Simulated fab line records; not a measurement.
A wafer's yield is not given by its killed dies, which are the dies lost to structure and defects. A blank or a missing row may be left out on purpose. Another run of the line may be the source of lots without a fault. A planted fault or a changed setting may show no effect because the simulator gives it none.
Struck lot and sound lot, side by side || flow sky130 || 20 steps out of a route of 708
Sound: these wafers, L722.4, L722.5, L722.6. Struck: wafers L735.3, L735.5, L735.6. At the end, the cause is stated.
At each step with rows: each side's tool, then ch and its chambers, then its first start. Under that, the readings that differ: sound wafers || struck wafers || difference of the means || sigmas: that difference in standard deviations of wafers without a fault.
alike: a reading whose means differ by less than 2 such deviations, as well as words and numbers matching on both sides. not compared: withheld readings; readings where some wafer has no value; bounds like >300 that might hide an equal value; numbers whose values overlap and for which the record gives no deviation.
The two part at a step that has a row with sigmas, a row that says differs or no value, or rows on one side only. When numbers do not overlap yet have no deviation, they are printed without sigmas and do not part them. Lack of a reading on every wafer of one side parts them only where that side has two or more wafers.

SKY_LDD_HVP_OVL_MEAS_07:
  sound: overlay-02 at day 23 03:47; struck: overlay-01 at day 27 13:33
  alike: LDD_HVP_OVL
next, for these wafers, 1 step has no rows: SKY_LDD_HVP_IMPLANT_08.
SKY_LDD_HVP_STRIP_09: strips in O2/N2.
  sound on plasma asher-03 ch 0,1, day 23 03:59; struck on plasma asher-03 ch 0,1, day 27 13:46
  alike: drypump motor current A, oes product au, strip time to endpoint s
  not compared: rf hours counter h
SKY_LDD_HVP_TW_MEAS_10:
  sound: film metro-01 at day 23 04:05; struck: film metro-04 at day 27 13:51
  alike: LDD_HVP_TW
then, 7 steps without rows for these wafers: SKY_LDD_LDN_DEHYDRATE_00 (time 60 s); SKY_LDD_LDN_HMDS_01 (prime time 60 s); SKY_LDD_LDN_COAT_02 (resist thk 1140 nm); SKY_LDD_LDN_SOFTBAKE_03 (time 60 s); SKY_LDD_LDN_EXPOSE_04 (exposes mask LDNTM, target cd 700 nm); SKY_LDD_LDN_PEB_05; SKY_LDD_LDN_DEVELOP_06 (develop time 60 s).
SKY_LDD_LDN_OVL_MEAS_07:
  sound: overlay-01 at day 24 08:17; struck: overlay-01 at day 28 16:53
  alike: LDD_LDN_OVL
SKY_LDD_LDN_IMPLANT_08:
  sound on implanter-04 ch 0, day 24 08:23; struck on implanter-04 ch 0, day 28 17:32
{"reading": "dose ions cm2", "sound": "1.2516e+13 1.2501e+13 1.2504e+13", "struck": "8.522e+12 8.543e+12 8.509e+12", "difference": -3.982e+12, "sigmas": "-99 or more"}
{"reading": "faraday current uA", "sound": "70.7 70.7 69.1", "struck": "48.9 48.4 48.1", "difference": -21.7, "sigmas": -14}
then, 3 steps without rows for these wafers: SKY_LDD_LDN_IMPLANT_09; SKY_LDD_LDN_IMPLANT_10; SKY_LDD_LDN_IMPLANT_11.
SKY_LDD_LDN_STRIP_12: strips in O2/N2.
  sound on plasma asher-02 ch 0,1, day 24 08:56; struck on plasma asher-03 ch 0,1, day 28 18:07
  alike: drypump motor current A, oes product au, strip time to endpoint s
  not compared: rf hours counter h
SKY_LDD_LDN_TW_MEAS_13:
  sound: film metro-03 at day 24 09:02; struck: film metro-03 at day 28 18:13
{"reading": "LDD_LDN_TW", "sound": "1494 1494 1492", "struck": "1460 1444 1454", "difference": -41, "sigmas": -5}
then, 1 step without rows for these wafers: SKY_LDD_LDN_CLEAN_14 (cleans in SC1/SC2, time 150 s).
-- record jumps: 21 days separate the struck wafers' starts on either side; left off in module LDD_LDN, taken up again in module PAD_OPEN, whose first shown step is the route's number 708 --
SKY_PAD_OPEN_PROBE_99:
  sound: prober-01 at day 46 21:41; struck: prober-02 at day 49 12:46
{"reading": "model.etest.tip sonos.rs ohm sq", "sound": "2648 2658 2668", "struck": "2740 2802 2730", "difference": "+99", "sigmas": ""}
  alike: killed_at_M0_to_M3, killed_at_M4_up, killed at contacts, killed at front end, killed at other, killed dies, killed open, killed short

== WHERE THEY PART ==
Last at SKY_LDD_LDN_TW_MEAS_13 as far as this record goes, first at SKY_LDD_LDN_IMPLANT_08. Later steps at which nothing parts them and some readings are alike: SKY_PAD_OPEN_PROBE_99.

WHY: what had been put in by the simulator
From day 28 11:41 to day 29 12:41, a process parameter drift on implanter-04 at SKY_LDD_LDN_IMPLANT_08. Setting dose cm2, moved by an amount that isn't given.
